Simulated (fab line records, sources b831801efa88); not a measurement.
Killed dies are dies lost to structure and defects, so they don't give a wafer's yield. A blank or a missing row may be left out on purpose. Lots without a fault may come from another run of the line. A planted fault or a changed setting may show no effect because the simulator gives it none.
Chamber matching | flow sky130 | SKY_CONTACT_CMP_27 on cmp-01: 4 sister chambers
The step polishes, stops on SiO2, t overpolish 15 s, target thk 0 nm. 8 wafers are shown with their chamber, then 7 later ones without.

WAFERS WITH THEIR CHAMBER
wafer  | chamber | motor_current_A (A) | time_to_endpoint_s (s)
L101.3 | 1       | 9.1                 | 89
L102.2 | 2       | 10.4                | 88
L102.4 | 3       | 11.6                | 85
L104.1 | 3       | 11.2                | 88
L104.5 | 0       | 13.6                | 82
L104.6 | 1       | 9.1                 | 90
L114.1 | 0       | 14.7                | 81
L114.5 | 2       | 10.7                | 89

WAFERS WITHOUT THEIR CHAMBER
wafer  | motor_current_A (A) | time_to_endpoint_s (s)
L114.6 | 9.9                 | 88
L112.5 | 14.0                | 95
L115.1 | 11.7                | 94
L115.5 | 9.7                 | 97
L122.2 | 9.6                 | 83
L122.3 | 14.3                | 81
L122.6 | 14.1                | 80

WHICH CHAMBER EACH WENT THROUGH
wafer  | from the rows above          | in truth
L114.6 | can't be placed: 2 or 1      | 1
L112.5 | can't be placed: 3 or 2 or 0 | 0
L115.1 | can't be placed: 2 or 3 or 1 | 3
L115.5 | can't be placed: 1 or 2      | 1
L122.2 | can't be placed: 2 or 3 or 1 | 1
L122.3 | 0                            | 0
L122.6 | 0                            | 0
Placed correctly: 2 of 7. Can't be placed from these rows: 5 (the true chamber is among the candidates in 5). Placed wrongly: 0.
How it was worked out, from the rows above alone: a wafer's distance from a chamber is the root of the sum, over the readings, of the square of ((its reading less the chamber's mean) divided by the reading's scatter). The wafer belongs to the nearest chamber; if the next one is less than 2 further off, it can't be placed. A chamber's mean is the mean of its shown wafers. The scatter: the root of (the sum of the squares of (reading less its chamber's mean) over the shown wafers, divided by (wafers less chambers)).
